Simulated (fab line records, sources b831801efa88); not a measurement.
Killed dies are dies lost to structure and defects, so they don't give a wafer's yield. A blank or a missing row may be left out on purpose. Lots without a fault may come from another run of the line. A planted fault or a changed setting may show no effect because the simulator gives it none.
fab line records | flow sky130
record lots=11 wafers=33 last_day=50
route steps=708 shown METAL4@632 METAL5@662 PAD_OPEN@708
lots that met no fault: from a run of the same line without faults
start_h: hours from the record's first day to the start of the lot's first wafer shown | wait_h: hours since the lot's step before | " the same as in the row above | L1.1+2: a row that stands for several wafers | - no value, or no start given | * or withheld: withheld | < > ~ a bound
route shown NAME@n: a module of which the file shows steps, and the number in the route of the first | usual: mean/standard deviation of fault-free wafers | same: alike in all rows | chamber/n: place in a boat | sites: the reading at each site | _std_site: their standard deviation | _edge_site: outer sites' mean less inner sites' | radius_mm: how far each site lies from the wafer's centre | mask NAME#n: copy n | behind: the tool/chamber that last shaped the wafer | hold: why the lot was held/for how many hours/how that ended | device: the transistor (n, p or np) that didn't switch | end of line: the same wafers' tests at the end of the route | a step without rows: its recipe alone | killed: dies lost to structure and defects at the first sort, not the wafer's yield | map: a wafer's dies, x killed, . not, _ none there
set.NAME: the setting as run; set.NAME@STEP: as run at that earlier step | model.NAME: the simulator's own value behind a step, which no gauge read
steps of the route over a sample of lots; a table a step, a row a wafer
services: from which hour (start_h, from the record's first day; less than 0 if before it) a tool's chamber was out of use, for how many hours, and why
## steps
# step SKY_METAL4_ETCH_16
# recipe chemistry=N2/H2 target=BARC ion_energy_ev=200 bias_w=100 pressure_mtorr=30 n2_flow_sccm=100 h2_flow_sccm=200 icp_w=500 stop_on=SiO2 time_s=88.2 target_depth_a=600
# usual chamber_pressure_mTorr=30.00/0.036 drypump_motor_current_A=5.90/0.26 oes_product_au=0.626/0.0049 throttle_valve_pct=13.205/0.009
# columns lot.wafer tool chamber start_h wait_h chamber_pressure_mTorr drypump_motor_current_A oes_product_au rf_hours_counter_h throttle_valve_pct
L778.1 rie_metal-03 0 960.10 0.0 29.97 6.29 0.625 14 13.203
L778.3 " 1 " " 30.00 5.70 0.623 - 13.186
L778.5 " 0 " " 30.03 6.31 0.628 - 13.208
L779.4 rie_metal-03 1 970.91 0.0 30.00 5.69 0.633 - 13.198
L779.5 " 0 " " 30.03 6.32 0.617 - 13.204
L779.6 " 1 " " 30.01 5.69 0.623 - 13.203
L781.2 rie_metal-01 1 989.01 0.0 30.02 5.82 0.622 10 13.198
L781.3 " 1 " " 29.95 5.81 0.623 - 13.200
L781.6 " 0 " " 29.98 5.88 0.620 - 13.202
L783.3 rie_metal-01 1 1017.19 0.0 30.01 5.85 0.627 - 13.201
L783.4 " 0 " " 30.00 5.87 0.625 - 13.207
L783.6 " 1 " " 30.01 5.84 0.630 - 13.203
L785.1 rie_metal-03 0 1027.46 0.0 30.02 6.30 0.621 17 13.205
L785.5 " 0 " " 29.92 6.27 0.635 - 13.210
L785.6 " 1 " " 29.95 5.68 0.624 - 13.209
L788.3 rie_metal-01 0 1041.76 0.0 29.96 5.85 0.634 - 13.200
L788.5 " 1 " " 30.01 5.84 0.626 - 13.201
L788.6 " 0 " " 30.02 5.85 0.625 - 13.208
L790.1 rie_metal-04 0 1054.18 0.0 30.02 5.47 0.618 12 13.207
L790.3 " 0 " " 30.05 5.47 0.629 - 13.211
L790.4 " 1 " " 29.94 6.23 0.624 - 13.191
L797.1 rie_metal-01 0 1098.93 0.0 29.99 5.87 0.629 18 13.202
L797.5 " 0 " " 30.01 5.86 0.623 - 13.196
L797.6 " 1 " " 29.99 5.83 0.629 - 13.203
L798.3 rie_metal-01 1 1113.64 0.0 29.97 5.82 0.631 - 13.199
L798.4 " 0 " " 30.07 5.85 0.625 - 13.196
L798.5 " 0 " " 29.97 5.88 0.623 - 13.197
L800.1 rie_metal-03 0 1126.06 0.0 30.02 6.30 0.622 25 13.213
L800.3 " 0 " " 30.26 6.33 0.620 - 13.200
L800.6 " 1 " " 29.99 5.70 0.624 - 13.219
L801.1 rie_metal-04 1 1131.11 0.0 30.00 6.27 0.631 22 13.198
L801.2 " 0 " " 29.98 5.48 0.632 18 13.198
L801.3 " 1 " " 30.01 6.25 0.627 - 13.209
# step SKY_METAL5_SPUTTER_01
# recipe material=TiN target_thk_nm=20 power_w=6500 time_s=16.7 chamber_pressure_pa=0.4
# usual cathode_dc_power_W=6500.0/1.1 chamber_pressure_pa=0.4000/0.00087 throttle_valve_pct=30.1/1.2
# columns lot.wafer tool chamber start_h wait_h cathode_dc_power_W chamber_pressure_pa throttle_valve_pct
L778.1 pvd_sputter-04 - 986.38 0.0 6500.0 0.4006 32.1
L778.3 " - " " 6497.3 0.3999 29.6
L778.5 " - " " 6499.9 0.3994 32.2
L779.4 pvd_sputter-04 - 996.73 0.0 6500.9 0.3998 32.0
L779.5 " - " " 6501.4 0.3993 29.4
L779.6 " - " " 6500.8 0.3997 32.4
L781.2 pvd_sputter-02 - 1015.46 0.0 6498.8 0.4012 30.1
L781.3 " - " " 6499.5 0.4005 28.3
L781.6 " - " " 6500.6 0.4002 28.6
L783.3 pvd_sputter-01 - 1042.13 0.0 6498.9 0.4001 30.8
L783.4 " - " " 6501.3 0.3988 29.7
L783.6 " - " " 6500.1 0.3990 30.1
L785.1 pvd_sputter-02 - 1052.13 0.0 6499.7 0.4013 29.8
L785.5 " - " " 6498.4 0.4001 28.1
L785.6 " - " " 6498.3 0.4013 30.0
L788.3 pvd_sputter-04 - 1066.43 0.0 6500.5 0.3994 32.0
L788.5 " - " " 6499.1 0.3991 32.1
L788.6 " - " " 6500.5 0.3985 29.5
L790.1 pvd_sputter-01 - 1077.64 0.0 6499.6 0.3999 29.6
L790.3 " - " " 6499.0 0.3990 30.8
L790.4 " - " " 6500.3 0.4005 30.6
L797.1 pvd_sputter-01 - 1122.52 0.0 6501.3 0.4189 29.6
L797.5 " - " " 6499.1 0.4202 29.6
L797.6 " - " " 6500.8 0.4187 28.9
L798.3 pvd_sputter-01 - 1136.13 0.0 6500.2 0.4189 29.9
L798.4 " - " " 6500.2 0.4197 29.0
L798.5 " - " " 6499.5 0.4203 29.7
L800.1 pvd_sputter-04 - 1147.63 0.0 6499.9 0.4011 31.7
L800.3 " - " " 6499.7 0.4011 28.4
L800.6 " - " " 6500.6 0.3988 32.1
L801.1 pvd_sputter-02 - 1152.14 0.0 6498.1 0.4007 30.0
L801.2 " - " " 6498.6 0.3992 30.7
L801.3 " - " " 6500.6 0.4002 28.4
# step SKY_METAL5_SPUTTER_03
# recipe material=Ti target_thk_nm=5 power_w=3000 time_s=3.3 chamber_pressure_pa=0.4
# usual cathode_dc_power_W=2999.9/0.54 chamber_pressure_pa=0.3999/0.00079 throttle_valve_pct=30.1/1.2
# columns lot.wafer tool chamber start_h wait_h cathode_dc_power_W chamber_pressure_pa throttle_valve_pct
L778.1 pvd_sputter-04 - 986.46 0.0 2999.4 0.4004 32.2
L778.3 " - " " 3000.3 0.3999 29.3
L778.5 " - " " 3001.0 0.4005 32.1
L779.4 pvd_sputter-04 - 996.81 0.0 3000.2 0.3995 32.2
L779.5 " - " " 2999.8 0.3992 29.3
L779.6 " - " " 2999.6 0.3992 32.3
L781.2 pvd_sputter-02 - 1015.54 0.0 3000.1 0.4013 30.0
L781.3 " - " " 3000.8 0.3996 28.3
L781.6 " - " " 2999.9 0.4003 28.4
L783.3 pvd_sputter-01 - 1042.20 0.0 3000.2 0.4004 30.8
L783.4 " - " " 3000.5 0.3998 29.7
L783.6 " - " " 2999.7 0.3988 30.7
L785.1 pvd_sputter-02 - 1052.20 0.0 3000.8 0.4001 30.1
L785.5 " - " " 2999.7 0.4001 28.3
L785.6 " - " " 3000.3 0.4003 30.0
L788.3 pvd_sputter-04 - 1066.51 0.0 2999.6 0.4003 32.2
L788.5 " - " " 3000.5 0.4012 32.3
L788.6 " - " " 2999.3 0.3998 29.2
L790.1 pvd_sputter-01 - 1077.71 0.0 2999.4 0.3998 29.7
L790.3 " - " " 2999.9 0.3984 30.9
L790.4 " - " " 2999.0 0.4011 30.8
L797.1 pvd_sputter-01 - 1122.60 0.0 3000.0 0.4002 30.3
L797.5 " - " " 2999.5 0.4000 30.6
L797.6 " - " " 2999.4 0.3998 29.8
L798.3 pvd_sputter-01 - 1136.21 0.0 2999.6 0.3999 30.8
L798.4 " - " " 3000.1 0.3996 29.3
L798.5 " - " " 2999.3 0.4009 30.5
L800.1 pvd_sputter-04 - 1147.71 0.0 2999.5 0.3999 32.1
L800.3 " - " " 2999.3 0.3999 28.5
L800.6 " - " " 2999.2 0.3989 32.1
L801.1 pvd_sputter-02 - 1152.22 0.0 3000.5 0.4006 30.3
L801.2 " - " " 2999.7 0.4004 30.2
L801.3 " - " " 2999.9 0.4004 28.3
# step SKY_METAL5_DESCUM_14
# recipe chemistry=O2 source_power_w=150 bias_power_w=0 pressure_mtorr=10 temp_c=40 time_s=11
# usual chamber_pressure_mTorr=10.000/0.0088 drypump_motor_current_A=5.7/0.34 oes_product_au=0.995/0.0082
# same bias_power_w=0
# columns lot.wafer tool chamber start_h wait_h chamber_pressure_mTorr drypump_motor_current_A oes_product_au rf_hours_counter_h
L778.1 rie_metal-01 1 1009.21 0.1 9.994 5.8 0.988 11
L778.3 " 1 " " 10.012 5.8 0.984 -
L778.5 " 1 " " 9.988 5.8 0.987 -
L779.4 rie_metal-02 1 1019.07 0.1 9.999 5.8 0.998 -
L779.5 " 1 " " 10.014 5.8 0.997 -
L779.6 " 1 " " 10.000 5.8 1.005 -
L781.2 rie_metal-02 0 1037.51 0.1 9.992 4.9 0.999 0
L781.3 " 0 " " 10.004 4.9 0.989 -
L781.6 " 1 " " 9.985 5.8 1.005 -
L783.3 rie_metal-01 0 1063.47 0.1 9.996 5.8 0.999 -
L783.4 " 1 " " 10.008 5.8 0.997 -
L783.6 " 1 " " 9.974 5.8 0.984 -
L785.1 rie_metal-01 0 1072.99 0.1 9.997 5.9 0.995 16
L785.5 " 0 " " 10.000 5.9 0.992 -
L785.6 " 1 " " 10.005 5.8 0.997 -
L788.3 rie_metal-01 0 1087.02 0.1 9.991 5.9 0.995 -
L788.5 " 1 " " 10.019 5.8 0.995 -
L788.6 " 0 " " 9.996 5.9 0.993 -
L790.1 rie_metal-04 0 1098.82 0.1 10.004 5.5 0.992 15
L790.3 " 1 " " 9.979 6.2 1.011 -
L790.4 " 0 " " 10.010 5.4 1.000 -
L797.1 rie_metal-01 1 1141.93 0.2 10.008 5.8 0.992 21
L797.5 " 1 " " 10.002 5.8 0.991 -
L797.6 " 0 " " 9.995 5.8 0.985 -
L798.3 rie_metal-01 0 1153.72 0.1 9.997 5.9 0.992 -
L798.4 " 1 " " 9.993 5.8 0.989 -
L798.5 " 0 " " 10.011 5.9 0.981 -
L800.1 rie_metal-02 1 1164.92 0.1 10.004 5.8 1.010 23
L800.3 " 1 " " 9.999 5.8 1.005 -
L800.6 " 1 " " 10.004 5.8 1.006 -
L801.1 rie_metal-01 1 1169.47 0.1 10.006 5.8 0.987 23
L801.2 " 0 " " 9.999 5.9 0.989 24
L801.3 " 1 " " 10.003 5.8 0.987 -
# step SKY_PAD_OPEN_PROBE_99
# usual defect_limited_yield=82.7/1.9 killed_at_M0_to_M3=43/6.6 killed_at_M4_up=3.1/1.6 killed_at_contacts=23/5.6 killed_at_front_end=15/4.2 killed_at_other=0.2/0.43 killed_dies=85/9.3 killed_open=46/6.6 killed_short=39/6.2 sort_bin_3_pad_short=0.8/0.37 sort_bin_5_function=10.2/1.5 sort_bin_6_memory=6.2/1.1 sort_n_pass=407/9.3 sort_yield_pct=82.7/1.9
# same gross_dies=492 killed_at_back_side=0 sort_bin_4_leakage[%]=0 sort_bin_8_speed[%]=0
# columns lot.wafer tool chamber start_h wait_h defect_limited_yield[%] killed_at_M0_to_M3 killed_at_M4_up killed_at_contacts killed_at_front_end killed_at_other killed_dies killed_open killed_short sort_bin_3_pad_short[%] sort_bin_5_function[%] sort_bin_6_memory[%] sort_n_pass sort_yield_pct[%]
L778.1 prober-01 - 1056.66 0.1 81.5 44 1 32 13 1 91 50 41 0.6 10.8 7.1 401 81.5
L778.3 prober-01 - 1056.76 0.2 80.7 45 2 28 20 0 95 54 41 0.8 10.8 7.7 397 80.7
L778.5 prober-01 - 1056.86 0.2 81.1 43 5 26 19 0 93 46 47 1.0 11.4 6.5 399 81.1
L779.4 prober-02 - 1066.54 0.2 84.3 45 5 12 15 0 77 39 38 0.8 7.3 7.5 415 84.3
L779.5 prober-02 - 1066.59 0.2 84.3 46 4 16 11 0 77 44 33 0.8 8.7 6.1 415 84.3
L779.6 prober-02 - 1066.64 0.2 82.1 47 5 27 9 0 88 45 43 0.8 12.6 4.5 404 82.1
L781.2 prober-02 - 1083.38 0.1 82.3 44 4 25 14 0 87 42 45 1.0 10.6 6.1 405 82.3
L781.3 prober-02 - 1083.43 0.2 81.3 54 9 21 8 0 92 50 42 0.8 12.4 5.5 400 81.3
L781.6 prober-02 - 1083.58 0.2 83.1 43 3 25 10 2 83 48 35 0.8 10.4 5.7 409 83.1
L783.3 prober-02 - 1107.06 0.2 81.9 45 0 26 18 0 89 55 34 0.6 11.4 6.1 403 81.9
L783.4 prober-02 - 1107.11 0.2 80.5 45 2 22 27 0 96 55 41 1.4 12.0 6.1 396 80.5
L783.6 prober-02 - 1107.21 0.2 81.3 49 4 26 13 0 92 49 43 1.2 10.2 7.3 400 81.3
L785.1 prober-02 - 1117.39 0.1 85.6 30 5 29 7 0 71 43 28 0.6 7.5 6.3 421 85.6
L785.5 prober-02 - 1117.59 0.2 80.3 59 2 17 19 0 97 54 43 1.2 10.2 8.3 395 80.3
L785.6 prober-02 - 1117.64 0.2 80.5 42 2 26 26 0 96 53 43 0.6 13.0 5.9 396 80.5
L788.3 prober-02 - 1131.12 0.2 81.5 56 5 14 16 0 91 45 46 0.6 12.0 5.9 401 81.5
L788.5 prober-02 - 1131.22 0.2 83.5 44 5 25 7 0 81 47 34 1.0 11.0 4.5 411 83.5
L788.6 prober-02 - 1131.27 0.2 80.9 52 4 23 15 0 94 62 32 1.2 12.2 5.7 398 80.9
L790.1 prober-01 - 1141.25 0.1 84.6 42 1 23 9 1 76 44 32 0.2 10.6 4.7 416 84.6
L790.3 prober-01 - 1141.35 0.2 79.5 45 4 31 21 0 101 57 44 1.0 12.2 7.3 391 79.5
L790.4 prober-01 - 1141.40 0.2 86.2 23 1 23 21 0 68 40 28 0.4 9.3 4.1 424 86.2
L797.1 prober-02 - 1179.56 0.1 81.7 46 3 29 12 0 90 50 40 0.8 10.2 7.3 402 81.7
L797.5 prober-02 - 1179.76 0.2 81.9 44 4 22 19 0 89 46 43 1.6 10.4 6.1 403 81.9
L797.6 prober-02 - 1179.81 0.2 84.6 45 0 16 15 0 76 38 38 1.0 10.0 4.5 416 84.6
L798.3 prober-01 - 1190.17 0.2 81.5 40 3 34 14 0 91 53 38 0.8 10.2 7.5 401 81.5
L798.4 prober-01 - 1190.22 0.2 85.6 38 1 17 14 1 71 29 42 1.4 7.9 5.1 421 85.6
L798.5 prober-01 - 1190.27 0.2 82.9 44 3 19 16 2 84 50 34 0.8 11.0 5.3 408 82.9
L800.1 prober-02 - 1199.85 0.1 85.6 31 3 22 14 1 71 40 31 0.8 9.1 4.5 421 85.6
L800.3 prober-02 - 1199.95 0.2 79.7 48 4 34 13 1 100 56 44 0.4 13.4 6.5 392 79.7
L800.6 prober-02 - 1200.10 0.2 84.8 39 2 21 13 0 75 42 33 1.0 8.1 6.1 417 84.8
L801.1 prober-02 - 1204.39 0.1 80.9 52 3 22 17 0 94 50 44 0.4 12.0 6.7 398 80.9
L801.2 prober-02 - 1204.44 0.1 86.4 39 6 15 7 0 67 41 26 0 7.7 5.9 425 86.4
L801.3 prober-02 - 1204.49 0.2 84.3 40 3 21 13 0 77 42 35 0.8 7.7 7.1 415 84.3
# killed by level:class
L778.1 CONTACT:geometric_particle:open=14 VIA1:geometric_particle:open=9 LI_CONTACT:geometric_particle:open=8 METAL1:geometric_particle:short=6 VIA2:geometric_particle:open=6 CONTACT:geometric_particle:short=5 METAL2:geometric_particle:short=5 POLY_GATE:geometric_particle:short=4
L778.3 VIA3:geometric_particle:open=16 LI_CONTACT:geometric_particle:open=8 CONTACT:geometric_particle:short=8 CONTACT:geometric_particle:open=8 METAL1:geometric_particle:short=8 FIELD_ISO:geometric_particle:short=6 VIA1:geometric_particle:open=6 FIELD_ISO:geometric_particle:open=5
L778.5 VIA1:geometric_particle:open=9 LI_CONTACT:geometric_particle:open=8 CONTACT:geometric_particle:short=8 VIA2:geometric_particle:open=7 LI_CONTACT:geometric_particle:short=6 METAL2:geometric_particle:short=6 FIELD_ISO:geometric_particle:open=5 FIELD_ISO:geometric_particle:short=4
L779.4 VIA1:geometric_particle:open=14 METAL1:geometric_particle:short=10 VIA3:geometric_particle:open=7 CONTACT:geometric_particle:open=6 POLY_GATE:geometric_particle:short=4 VIA2:geometric_particle:short=4 VIA3:geometric_particle:short=4 METAL4:geometric_particle:short=4
L779.5 VIA1:geometric_particle:open=11 VIA3:geometric_particle:open=8 LI_CONTACT:geometric_particle:open=7 VIA2:geometric_particle:open=7 METAL1:geometric_particle:short=5 VIA1:geometric_particle:short=5 METAL4:geometric_particle:short=4 POLY_GATE:geometric_particle:open=3
L779.6 LI_CONTACT:geometric_particle:open=13 VIA1:geometric_particle:open=11 FIELD_ISO:geometric_particle:short=6 METAL1:geometric_particle:short=6 VIA3:geometric_particle:open=5 CONTACT:geometric_particle:open=5 CONTACT:geometric_particle:short=5 VIA1:geometric_particle:short=5
L781.2 CONTACT:geometric_particle:open=13 VIA2:geometric_particle:open=7 METAL1:geometric_particle:short=6 VIA1:geometric_particle:open=6 VIA2:geometric_particle:short=6 FIELD_ISO:geometric_particle:short=5 LI_CONTACT:geometric_particle:short=5 VIA3:geometric_particle:open=5
L781.3 VIA3:geometric_particle:open=10 VIA1:geometric_particle:open=10 METAL2:geometric_particle:short=7 VIA2:geometric_particle:open=7 LI_CONTACT:geometric_particle:open=6 VIA3:geometric_particle:short=6 METAL4:geometric_particle:short=6 CONTACT:geometric_particle:open=5
L781.6 VIA2:geometric_particle:open=11 CONTACT:geometric_particle:open=9 LI_CONTACT:geometric_particle:open=7 VIA1:geometric_particle:open=6 VIA3:geometric_particle:open=5 METAL2:geometric_particle:short=5 METAL1:geometric_particle:short=4 FIELD_ISO:geometric_particle:short=3
L783.3 VIA1:geometric_particle:open=11 CONTACT:geometric_particle:open=9 LI_CONTACT:geometric_particle:open=8 METAL1:geometric_particle:short=6 VIA2:geometric_particle:short=6 VIA2:geometric_particle:open=6 FIELD_ISO:geometric_particle:open=5 POLY_GATE:geometric_particle:short=5
L783.4 VIA1:geometric_particle:open=11 VIA3:geometric_particle:open=8 FIELD_ISO:geometric_particle:open=6 LI_CONTACT:geometric_particle:open=6 VIA2:geometric_particle:open=6 POLY_GATE:geometric_particle:short=5 CONTACT:geometric_particle:short=5 CONTACT:geometric_particle:open=5
L783.6 VIA1:geometric_particle:open=12 VIA3:geometric_particle:open=10 LI_CONTACT:geometric_particle:open=7 CONTACT:geometric_particle:open=7 METAL2:geometric_particle:short=7 METAL1:geometric_particle:short=6 LI_CONTACT:geometric_particle:short=4 LOCAL_INTERCONNECT:geometric_particle:short=4
L785.1 CONTACT:geometric_particle:open=12 LI_CONTACT:geometric_particle:open=9 VIA3:geometric_particle:open=7 VIA1:geometric_particle:open=5 METAL4:geometric_particle:short=4 FIELD_ISO:geometric_particle:short=3 CONTACT:geometric_particle:short=3 METAL1:geometric_particle:short=3
L785.5 VIA1:geometric_particle:open=14 VIA2:geometric_particle:open=14 FIELD_ISO:geometric_particle:short=8 METAL1:geometric_particle:short=8 CONTACT:geometric_particle:open=7 VIA1:geometric_particle:short=6 LI_CONTACT:geometric_particle:open=5 VIA2:geometric_particle:short=4
L785.6 LI_CONTACT:geometric_particle:open=10 VIA2:geometric_particle:open=8 VIA3:geometric_particle:open=8 CONTACT:geometric_particle:open=7 FIELD_ISO:geometric_particle:short=6 POLY_GATE:geometric_particle:open=5 VIA1:geometric_particle:short=5 FIELD_ISO:geometric_particle:open=4
L788.3 VIA1:geometric_particle:open=10 VIA1:geometric_particle:short=9 METAL1:geometric_particle:short=8 VIA2:geometric_particle:open=7 VIA3:geometric_particle:open=7 VIA3:geometric_particle:short=6 POLY_GATE:geometric_particle:short=5 LI_CONTACT:geometric_particle:short=5
L788.5 CONTACT:geometric_particle:open=11 VIA1:geometric_particle:open=10 LI_CONTACT:geometric_particle:open=9 VIA2:geometric_particle:open=8 VIA1:geometric_particle:short=5 METAL4:geometric_particle:short=5 VIA3:geometric_particle:open=5 METAL2:geometric_particle:short=4
L788.6 VIA1:geometric_particle:open=18 VIA2:geometric_particle:open=12 CONTACT:geometric_particle:open=9 LI_CONTACT:geometric_particle:open=8 FIELD_ISO:geometric_particle:open=5 METAL2:geometric_particle:short=5 FIELD_ISO:geometric_particle:short=4 METAL1:geometric_particle:short=4
L790.1 VIA1:geometric_particle:open=12 CONTACT:geometric_particle:open=7 FIELD_ISO:geometric_particle:short=5 METAL2:geometric_particle:short=5 LI_CONTACT:geometric_particle:open=5 CONTACT:geometric_particle:short=4 VIA1:geometric_particle:short=4 VIA2:geometric_particle:open=4
L790.3 CONTACT:geometric_particle:open=15 VIA1:geometric_particle:open=11 CONTACT:geometric_particle:short=7 VIA2:geometric_particle:open=7 VIA1:geometric_particle:short=6 METAL3:geometric_particle:short=5 LOCAL_INTERCONNECT:geometric_particle:short=5 VIA3:geometric_particle:open=5
L790.4 CONTACT:geometric_particle:open=8 LI_CONTACT:geometric_particle:open=7 VIA1:geometric_particle:open=6 FIELD_ISO:geometric_particle:short=5 FIELD_ISO:geometric_particle:open=5 POLY_GATE:geometric_particle:short=4 VIA3:geometric_particle:short=4 VIA1:geometric_particle:short=4
L797.1 VIA1:geometric_particle:open=11 VIA3:geometric_particle:open=9 LI_CONTACT:geometric_particle:open=8 CONTACT:geometric_particle:open=7 VIA1:geometric_particle:short=7 VIA2:geometric_particle:open=7 FIELD_ISO:geometric_particle:short=5 LI_CONTACT:geometric_particle:short=4
L797.5 VIA1:geometric_particle:open=10 CONTACT:geometric_particle:open=9 POLY_GATE:geometric_particle:short=7 VIA2:geometric_particle:open=7 FIELD_ISO:geometric_particle:short=5 VIA2:geometric_particle:short=5 VIA3:geometric_particle:open=5 METAL2:geometric_particle:short=4
L797.6 VIA3:geometric_particle:short=7 METAL1:geometric_particle:short=7 VIA1:geometric_particle:open=7 VIA3:geometric_particle:open=7 POLY_GATE:geometric_particle:open=5 LI_CONTACT:geometric_particle:open=5 FIELD_ISO:geometric_particle:short=4 VIA1:geometric_particle:short=4
L798.3 LI_CONTACT:geometric_particle:open=11 VIA1:geometric_particle:open=11 FIELD_ISO:geometric_particle:open=8 CONTACT:geometric_particle:open=8 LOCAL_INTERCONNECT:geometric_particle:short=6 METAL1:geometric_particle:short=6 VIA2:geometric_particle:open=6 CONTACT:geometric_particle:short=5
L798.4 LI_CONTACT:geometric_particle:open=7 METAL2:geometric_particle:short=7 POLY_GATE:geometric_particle:short=5 METAL1:geometric_particle:short=5 VIA3:geometric_particle:open=5 FIELD_ISO:geometric_particle:short=4 CONTACT:geometric_particle:open=4 VIA2:geometric_particle:open=4
L798.5 VIA1:geometric_particle:open=10 CONTACT:geometric_particle:open=9 VIA3:geometric_particle:open=7 VIA1:geometric_particle:short=6 FIELD_ISO:geometric_particle:open=5 LI_CONTACT:geometric_particle:open=5 METAL2:geometric_particle:short=5 FIELD_ISO:geometric_particle:short=4
L800.1 LI_CONTACT:geometric_particle:open=7 CONTACT:geometric_particle:short=7 VIA1:geometric_particle:open=7 FIELD_ISO:geometric_particle:open=5 CONTACT:geometric_particle:open=5 FIELD_ISO:geometric_particle:short=4 POLY_GATE:geometric_particle:open=4 METAL2:geometric_particle:short=4
L800.3 VIA1:geometric_particle:open=16 CONTACT:geometric_particle:open=11 LI_CONTACT:geometric_particle:open=9 VIA2:geometric_particle:open=9 LOCAL_INTERCONNECT:geometric_particle:short=7 FIELD_ISO:geometric_particle:open=4 CONTACT:geometric_particle:short=4 METAL1:geometric_particle:short=4
L800.6 VIA1:geometric_particle:open=10 FIELD_ISO:geometric_particle:open=6 VIA2:geometric_particle:open=6 LI_CONTACT:geometric_particle:open=5 CONTACT:geometric_particle:open=5 VIA3:geometric_particle:open=5 LI_CONTACT:geometric_particle:short=4 CONTACT:geometric_particle:short=4
L801.1 CONTACT:geometric_particle:open=11 METAL2:geometric_particle:short=11 VIA1:geometric_particle:open=8 VIA2:geometric_particle:open=8 FIELD_ISO:geometric_particle:short=5 LI_CONTACT:geometric_particle:open=5 METAL1:geometric_particle:short=5 VIA1:geometric_particle:short=5
L801.2 VIA1:geometric_particle:open=10 VIA3:geometric_particle:open=9 CONTACT:geometric_particle:open=6 METAL4:geometric_particle:short=5 LOCAL_INTERCONNECT:geometric_particle:short=4 VIA1:geometric_particle:short=4 FIELD_ISO:geometric_particle:open=3 METAL2:geometric_particle:open=3
L801.3 VIA2:geometric_particle:open=11 CONTACT:geometric_particle:open=8 VIA1:geometric_particle:open=7 POLY_GATE:geometric_particle:short=7 CONTACT:geometric_particle:short=6 METAL2:geometric_particle:short=5 LI_CONTACT:geometric_particle:open=4 VIA3:geometric_particle:open=4
## services
# columns tool chamber start_h hours kind
rie_metal-03 - 953.10 2.8 pm
pvd_sputter-02 - 978.97 7.7 repair
pvd_sputter-01 - 984.57 1.2 repair
pvd_sputter-02 - 996.28 1.3 repair
pvd_sputter-02 - 997.45 8.9 repair
pvd_sputter-01 - 1015.28 2.1 repair
rie_metal-03 - 1019.31 1.4 pm
rie_metal-01 - 1036.10 0.6 repair
pvd_sputter-04 - 1036.32 7.4 repair
pvd_sputter-02 - 1041.83 2.8 repair
rie_metal-02 - 1043.40 0.2 repair
pvd_sputter-01 - 1058.95 10.0 repair
rie_metal-03 0 1061.32 1.7 repair
rie_metal-03 1 1087.51 - clean
rie_metal-03 1 1087.51 12.2 scheduled_down
rie_metal-03 1 1087.51 12.2 vent_cycle
rie_metal-02 0 1118.53 26.2 repair
rie_metal-03 - 1122.49 0.2 repair
rie_metal-02 - 1129.18 14.6 pm
rie_metal-01 - 1146.86 0.3 repair
rie_metal-03 0 1168.37 - clean
rie_metal-03 0 1168.37 - consumable_replace:focus_ring
rie_metal-03 0 1168.37 13.8 scheduled_down
rie_metal-03 0 1168.37 13.8 vent_cycle
## key
first_sign step=SKY_METAL5_SPUTTER_01 reading=chamber_pressure_pa direction=up sigmas=22 usual=0.4000 struck=0.4194
effect none on later readings
met_at SKY_METAL5_SPUTTER_01
struck_lots L797,L798
not_acting_at SKY_METAL4_ETCH_16,SKY_METAL5_SPUTTER_03,SKY_METAL5_DESCUM_14
onset_between 1077.64 1122.52
fault kind=process_parameter_drift tool=pvd_sputter-01 chamber=- onset_h=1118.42 steps=SKY_METAL5_SPUTTER_01 channel=chamber_pressure_pa offset=0.018964 shape=step end_h=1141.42 acts_in=these_recipes_only stated=0.4
